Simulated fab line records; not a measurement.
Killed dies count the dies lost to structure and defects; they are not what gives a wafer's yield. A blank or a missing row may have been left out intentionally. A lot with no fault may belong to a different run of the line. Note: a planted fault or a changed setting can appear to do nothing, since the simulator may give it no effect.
Comparing a struck lot with a sound one / flow sky130 / 43 steps out of a route of 708
Sound: wafers L178.1, L178.5, L178.6. Wafers L183.1, L183.3, L183.4 were the ones struck. Last of all comes the cause.
Order at every step that has rows: each side's tool, ch and its chambers, its first start. Under that, the readings that differ: sound wafers / struck wafers / difference of the means / sigmas: that difference in standard deviations of wafers without a fault.
alike: a reading whose means differ by less than 2 such deviations, as well as words and numbers matching on both sides. not compared: withheld readings; readings where some wafer has no value; bounds like >300 that might hide an equal value; numbers whose values overlap and for which the record gives no deviation.
The two part at a step that has a row with sigmas, a row that says differs or no value, or rows on one side only. Non-overlapping numbers with no deviation appear without sigmas and do not part them. A reading missing from all wafers of one side parts the sides only when that side holds two or more wafers.

first, 8 steps without rows for these wafers: SKY_FIELD_ISO_DEHYDRATE_05 (time 60 s); SKY_FIELD_ISO_HMDS_06 (prime time 60 s); SKY_FIELD_ISO_COAT_07 (resist thk 60 nm); SKY_FIELD_ISO_COAT_08 (resist thk 450 nm); SKY_FIELD_ISO_SOFTBAKE_09 (time 90 s); SKY_FIELD_ISO_EXPOSE_10 (exposes mask FOM, target cd 150 nm); SKY_FIELD_ISO_PEB_11; SKY_FIELD_ISO_DEVELOP_12 (develop time 60 s).
SKY_FIELD_ISO_CD_MEAS_13 targets a cd of 150 nm.
  struck on cd-sem-01, day 4 04:53; sound on cd-sem-01, day 3 05:41
  alike: cd-nm
SKY_FIELD_ISO_ETCH_14: etches BARC in N2/H2, stops on SiO2, time 45.9 s, target depth 60 nm.
  sound on rie-diel-01 ch 1,2, day 3 05:48; struck on rie-diel-03 ch 0,2,3, day 4 05:00
reading=throttle-valve-pct (%); sound=13.229 13.231 13.235; struck=13.213 13.218 13.203; difference=-0.020; sigmas=-2
  alike: drypump-motor-current-A, oes-product-au
  not compared: rf-hours-counter-h
SKY_FIELD_ISO_ETCH_15: etches the open film in CHF3/O2, stops on Si, target depth 180 nm, time 72 s.
  sound on rie-diel-01 ch 1,2, day 3 05:50; struck on rie-diel-03 ch 0,2,3, day 4 05:02
  alike: drypump-motor-current-A, oes-product-au, throttle-valve-pct
  not compared: rf-hours-counter-h
SKY_FIELD_ISO_STRIP_16: strips in O2/N2.
  sound on plasma-asher-02 ch 0,1, day 3 05:54; struck on plasma-asher-02 ch 0,1, day 4 05:06
  alike: drypump-motor-current-A, o2-flow-sccm, oes-product-au, strip-time-to-endpoint-s
  not compared: rf-hours-counter-h
SKY_FIELD_ISO_ETCH_17: etches Si in HBr/Cl2/O2, target depth 342 nm, time 97.7 s.
  sound on rie-si-02 ch 1,2, day 3 06:00; struck on rie-si-02 ch 1,2,3, day 4 05:12
  alike: drypump-motor-current-A, oes-product-au, throttle-valve-pct
  not compared: rf-hours-counter-h
then, 5 steps without rows for these wafers: SKY_FIELD_ISO_WET_ETCH_18 (etches Si3N4 in H3PO4, target depth 25 nm, time 286 s); SKY_FIELD_ISO_CLEAN_19 (cleans in SC1/SC2, time 150 s); SKY_FIELD_ISO_CLEAN_20 (cleans in dHF, time 20 s); SKY_FIELD_ISO_WET_ETCH_21 (etches SiO2 in dHF, target depth 20 nm, time 400 s); SKY_FIELD_ISO_OXIDATION_22 (stabilise 600 s, purge 300 s, target thk 10 nm).
SKY_FIELD_ISO_THK_MEAS_23:
  struck on film-metro-02, day 4 06:50; sound on film-metro-01, day 3 07:43
  alike: FIELD_ISO_OXIDATION_01_THK
then, 1 step without rows for these wafers: SKY_FIELD_ISO_CVD_24 (deposits SiO2, target thk 595 nm, time 99.2 s).
SKY_FIELD_ISO_THK_MEAS_25:
  struck on film-metro-01, day 4 07:02; sound on film-metro-02, day 3 07:50
  alike: FIELD_ISO_CVD_24_THK
then, 1 step without rows for these wafers: SKY_FIELD_ISO_ANNEAL_26 (time 1800 s).
SKY_FIELD_ISO_CMP_27: polishes, stops on Si3N4, t overpolish 16 s, target thk 457.8 nm.
  sound on cmp-02 ch 0,1,3, day 3 10:24; struck on cmp-02 ch 0,2,3, day 4 10:10
  alike: motor-current-A, overpolish-run-s, platen-rpm, time-to-endpoint-s
then, 5 steps without rows for these wafers: SKY_FIELD_ISO_WET_ETCH_28 (etches SiO2 in dHF, target depth 23.7 nm, time 47 s); SKY_FIELD_ISO_WET_ETCH_29 (etches Si3N4 in H3PO4, target depth 160 nm, time 1825 s); SKY_FIELD_ISO_WET_ETCH_30 (etches SiO2 in dHF, target depth 25 nm, time 50 s); SKY_NWELL_CLEAN_00 (cleans in SC1/SC2, time 150 s); SKY_NWELL_OXIDATION_01 (stabilise 600 s, purge 300 s, target thk 10 nm).
SKY_NWELL_THK_MEAS_02:
  struck on film-metro-02, day 4 13:23; sound on film-metro-02, day 3 12:37
  alike: NWELL_OXIDATION_THK
then, 8 steps without rows for these wafers: SKY_DNWELL_DEHYDRATE_00 (time 60 s); SKY_DNWELL_HMDS_01 (prime time 60 s); SKY_DNWELL_COAT_02 (resist thk 3000 nm); SKY_DNWELL_SOFTBAKE_03; SKY_DNWELL_EXPOSE_04 (exposes mask DNM, target cd 3000 nm); SKY_DNWELL_PEB_05; SKY_DNWELL_DEVELOP_06 (develop time 60 s); SKY_DNWELL_IMPLANT_07.
SKY_DNWELL_STRIP_08: strips in O2/N2.
  sound on plasma-asher-04 ch 0,1, day 4 03:37; struck on plasma-asher-02 ch 0,1, day 5 06:19
  alike: drypump-motor-current-A, o2-flow-sccm, oes-product-au, strip-time-to-endpoint-s
  not compared: rf-hours-counter-h
SKY_DNWELL_TW_MEAS_09:
  struck on film-metro-03, day 5 06:25; sound on film-metro-04, day 4 03:43
  alike: DNWELL_TW
then, 3 steps without rows for these wafers: SKY_PWDE_DEHYDRATE_00 (time 60 s); SKY_PWDE_HMDS_01 (prime time 60 s); SKY_PWDE_COAT_02 (resist thk 3000 nm).
-- the record jumps here: 43 days lie between the struck wafers' starts before and after (it left off in module PWDE and takes up again in module PAD_OPEN, whose first step shown is number 708 of the route) --
SKY_PAD_OPEN_PROBE_99:
  struck on prober-02, day 48 08:14; sound on prober-01, day 46 20:43
reading=killed-at-front-end; sound=22 14 9; struck=43 66 23; difference=+29; sigmas=+7
reading=killed-dies; sound=91 87 86; struck=106 138 91; difference=+24; sigmas=+3
reading=killed-on-rim; sound=13 17 14; struck=23 29 22; difference=+10; sigmas=+3
  alike: killed_at_M0_to_M3, killed_at_M4_up, killed-at-contacts, killed-at-other, killed-open, killed-short

WHERE THEY PART
First at SKY_FIELD_ISO_ETCH_14; last, within this record, at SKY_PAD_OPEN_PROBE_99.

WHY: whatever the simulator had introduced
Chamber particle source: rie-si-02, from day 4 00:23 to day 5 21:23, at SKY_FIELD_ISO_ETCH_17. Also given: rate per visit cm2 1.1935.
